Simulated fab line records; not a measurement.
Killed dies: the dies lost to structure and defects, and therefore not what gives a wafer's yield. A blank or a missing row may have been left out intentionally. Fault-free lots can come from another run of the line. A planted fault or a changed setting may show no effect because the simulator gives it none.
Which of the tools did it? ; flow gf180mcu ; 13 lots, 39 wafers sampled, at 3 steps of a route of 602

## WHAT THE GAUGES SHOWED, per wafer
GF_TOP_METAL_OVL_MEAS_15.
lot;measured;on;TOP_METAL_OVL (nm)
L906;day 28 07:01;overlay-02;0.7 1.2 1.2
L907;day 28 14:46;overlay-02;-1.3 -0.8 0.1
L908;day 28 19:10;overlay-01;-1.1 0.2 0.1
L909;day 29 07:32;overlay-02;0.0 0.8 -0.5
L911;day 30 02:31;overlay-02;1.0 2.2 1.0
L912;day 30 07:52;overlay-01;-0.1 0.1 0.3
L914;day 30 18:58;overlay-01;-0.4 0.8 1.6
L915;day 31 09:43;overlay-01;1.5 1.7 0.5
L918;day 31 21:31;overlay-02;0.1 -0.5 0.0
L919;day 32 01:21;overlay-01;-0.6 1.1 1.9
L920;day 32 12:22;overlay-02;-0.1 1.4 0.7
L921;day 32 13:00;overlay-01;0.4 -2.7 0.1
L927;day 34 03:34;overlay-02;2.2 2.2 1.4

## WHAT TOOL EACH LOT RAN ON (gives the tool, then ch and the chambers of the sampled wafers, and finally the start)
lot;GF_STI_ETCH_13;GF_V5_CVD_02
L906;rieDiel-02 ch 0,2,3, day 2 08:08;pecvd-02 ch 0,1,2, day 26 11:47
L907;rieDiel-02 ch 0,2, day 2 11:05;pecvd-03 ch 0,1, day 26 20:17
L908;rieDiel-01 ch 0,2,3, day 2 16:05;pecvd-03 ch 0,1,2, day 27 01:26
L909;rieDiel-01 ch 1,2,3, day 2 21:56;pecvd-01 ch 1,2, day 27 14:05
L911;rieDiel-02 ch 0,1,2, day 3 08:32;pecvd-02 ch 0,1, day 28 10:36
L912;rieDiel-01 ch 1,2,3, day 3 13:53;pecvd-03 ch 0,1,2, day 28 16:16
L914;rieDiel-01 ch 2,3, day 4 00:44;pecvd-02 ch 0,2, day 29 04:25
L915;rieDiel-01 ch 1,2,3, day 4 09:38;pecvd-02 ch 0,1,2, day 29 20:50
L918;rieDiel-01 ch 1,2, day 4 20:44;pecvd-02 ch 0,2, day 30 06:52
L919;rieDiel-03 ch 0,1, day 5 02:21;pecvd-01 ch 0,2, day 30 12:22
L920;rieDiel-01 ch 1,2,3, day 5 07:29;pecvd-01 ch 0,1,2, day 31 00:10
L921;rieDiel-01 ch 1,2,3, day 5 11:47;pecvd-03 ch 0,2, day 31 00:52
L927;rieDiel-02 ch 0,2,3, day 6 18:44;pecvd-02 ch 0,1,2, day 32 17:36
- GF_STI_ETCH_13: etches the open film in CHF3/O2, stops on Si, target depth 282.31 nm, time 112.9 s.
- GF_V5_CVD_02: deposits SiO2 from TEOS, target thk 1450 nm, time 163.28 s.

## AS READ BY THE TOOLS THEMSELVES (means over the sampled wafers that have a number; for cases with no such wafer, the mark the record gives instead)
GF_STI_ETCH_13.
lot;tool;drypumpMotorCurrentA (A);oesProductAu (a.u.);rfFwdPowerW (W);throttleValvePct (%)
L906;rieDiel-02;5.9;0.839;597.3;8.810
L907;rieDiel-02;5.9;0.834;597.2;8.807
L908;rieDiel-01;5.8;0.834;597.0;8.810
L909;rieDiel-01;5.6;0.846;595.5;8.810
L911;rieDiel-02;6.0;0.838;598.3;8.814
L912;rieDiel-01;5.6;0.836;597.1;8.809
L914;rieDiel-01;5.5;0.821;596.3;8.816
L915;rieDiel-01;5.6;0.839;595.2;8.805
L918;rieDiel-01;5.4;0.845;596.5;8.808
L919;rieDiel-03;5.5;0.834;597.0;8.809
L920;rieDiel-01;5.6;0.842;596.2;8.816
L921;rieDiel-01;5.6;0.831;598.1;8.805
L927;rieDiel-02;5.9;0.846;595.5;8.820

GF_V5_CVD_02.
lot;tool;heaterPowerW (W);rfFwdPowerW (W)
L906;pecvd-02;656;598.8
L907;pecvd-03;567;598.8
L908;pecvd-03;528;597.4
L909;pecvd-01;593;597.0
L911;pecvd-02;640;596.7
L912;pecvd-03;581;597.3
L914;pecvd-02;714;596.1
L915;pecvd-02;638;598.8
L918;pecvd-02;754;599.4
L919;pecvd-01;575;597.3
L920;pecvd-01;607;596.9
L921;pecvd-03;588;597.8
L927;pecvd-02;606;598.1

## THE ANSWER, worked out from the rows above alone
Rule: the usual values come from the lots themselves. Put in order of their means at a reading, lots are off if they are a third of the lots or fewer, leave a main group of 4 or more, and stand apart from it by a gap of 3 or more times the standard deviation of the main group's means; of several such gaps the widest counts. A main group whose means are all the same, to the digits that the tables above print for the reading, isn't used. A lot without any number at a reading at which 4 lots or more have one is off too. The other lots that the step has rows for count as sound. Order of review: gauges by route order, followed by the tools' own readings, for which a lot's mean as printed above is used. At the first step where some lot is off, the reading lying furthest off is the one used; lots without a number count as furthest.
No lot is off on any of the readings shown, so nothing can be concluded from this.

## WHAT THE SIMULATOR HAD INSERTED
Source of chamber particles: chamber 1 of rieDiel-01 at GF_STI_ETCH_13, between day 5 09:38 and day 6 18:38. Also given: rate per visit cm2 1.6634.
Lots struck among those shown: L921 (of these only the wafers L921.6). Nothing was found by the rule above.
